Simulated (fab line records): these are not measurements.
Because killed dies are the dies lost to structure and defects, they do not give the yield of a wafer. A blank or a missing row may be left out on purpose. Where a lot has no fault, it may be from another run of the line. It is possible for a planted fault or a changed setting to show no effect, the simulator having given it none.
Matching of chambers / flow gf180mcu / pecvd-04 running GF_V4_CVD_02: 3 sister chambers
The step deposits SiO2 from TEOS, target thk 850 nm, time 94.851 s. 30 wafers are shown with their chamber, then 12 later ones without.

EACH WAFER AND ITS CHAMBER
wafer=L077.1; chamber=0; heater-power-w (W)=601
wafer=L077.2; chamber=1; heater-power-w (W)=704
wafer=L077.6; chamber=0; heater-power-w (W)=529
wafer=L077.3; chamber=0; heater-power-w (W)=650
wafer=L077.4; chamber=1; heater-power-w (W)=565
wafer=L077.5; chamber=1; heater-power-w (W)=622
wafer=L078.1; chamber=1; heater-power-w (W)=708
wafer=L078.3; chamber=1; heater-power-w (W)=551
wafer=L078.6; chamber=0; heater-power-w (W)=525
wafer=L079.2; chamber=0; heater-power-w (W)=554
wafer=L079.4; chamber=0; heater-power-w (W)=605
wafer=L079.5; chamber=2; heater-power-w (W)=620
wafer=L081.3; chamber=0; heater-power-w (W)=603
wafer=L081.4; chamber=0; heater-power-w (W)=661
wafer=L081.5; chamber=2; heater-power-w (W)=676
wafer=L084.2; chamber=2; heater-power-w (W)=605
wafer=L084.5; chamber=1; heater-power-w (W)=648
wafer=L084.6; chamber=0; heater-power-w (W)=586
wafer=L087.1; chamber=1; heater-power-w (W)=613
wafer=L087.2; chamber=0; heater-power-w (W)=653
wafer=L087.3; chamber=2; heater-power-w (W)=625
wafer=L087.4; chamber=2; heater-power-w (W)=651
wafer=L087.5; chamber=0; heater-power-w (W)=518
wafer=L087.6; chamber=1; heater-power-w (W)=657
wafer=L089.1; chamber=1; heater-power-w (W)=630
wafer=L089.4; chamber=2; heater-power-w (W)=632
wafer=L089.6; chamber=1; heater-power-w (W)=688
wafer=L090.4; chamber=1; heater-power-w (W)=679
wafer=L090.5; chamber=2; heater-power-w (W)=644
wafer=L090.6; chamber=0; heater-power-w (W)=516

SIGNATURES, as means of the wafers listed above
reading=heater-power-w; chamber 0=583.42; chamber 1=642.27; chamber 2=636.14; scatter within a chamber=48.4
Rule: for a wafer and a chamber, the distance is found by dividing, reading by reading, the gap between the wafer's reading and the chamber's mean by the reading's scatter, squaring, summing and taking the root. The wafer belongs to the nearest chamber; if the next one is less than 2 further off, it can't be placed. The scatter is the square root of a quotient: the sum, over the shown wafers, of each reading's squared deviation from its chamber's mean, divided by wafers minus chambers.

WAFERS WITHOUT THEIR CHAMBER
wafer=L092.1; heater-power-w (W)=697
wafer=L092.3; heater-power-w (W)=651
wafer=L092.5; heater-power-w (W)=535
wafer=L095.1; heater-power-w (W)=609
wafer=L095.3; heater-power-w (W)=702
wafer=L095.6; heater-power-w (W)=514
wafer=L097.1; heater-power-w (W)=646
wafer=L097.2; heater-power-w (W)=534
wafer=L097.3; heater-power-w (W)=535
wafer=L097.4; heater-power-w (W)=702
wafer=L097.5; heater-power-w (W)=581
wafer=L097.6; heater-power-w (W)=607

WHICH CHAMBER EACH ONE RAN IN
wafer=L092.1; from the rows above=can't be placed: 1 or 2 or 0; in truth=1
wafer=L092.3; from the rows above=can't be placed: 1 or 2 or 0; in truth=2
wafer=L092.5; from the rows above=can't be placed: 0 or 2 or 1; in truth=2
wafer=L095.1; from the rows above=can't be placed: 0 or 2 or 1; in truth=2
wafer=L095.3; from the rows above=can't be placed: 1 or 2 or 0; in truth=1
wafer=L095.6; from the rows above=can't be placed: 0 or 2 or 1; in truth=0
wafer=L097.1; from the rows above=can't be placed: 1 or 2 or 0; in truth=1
wafer=L097.2; from the rows above=can't be placed: 0 or 2 or 1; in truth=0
wafer=L097.3; from the rows above=can't be placed: 0 or 2 or 1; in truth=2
wafer=L097.4; from the rows above=can't be placed: 1 or 2 or 0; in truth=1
wafer=L097.5; from the rows above=can't be placed: 0 or 2 or 1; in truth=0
wafer=L097.6; from the rows above=can't be placed: 0 or 2 or 1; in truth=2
Correctly placed: 0 of 12. Unplaceable from these rows: 12, with the true chamber sitting among the candidates in 12. Placed wrongly: 0.
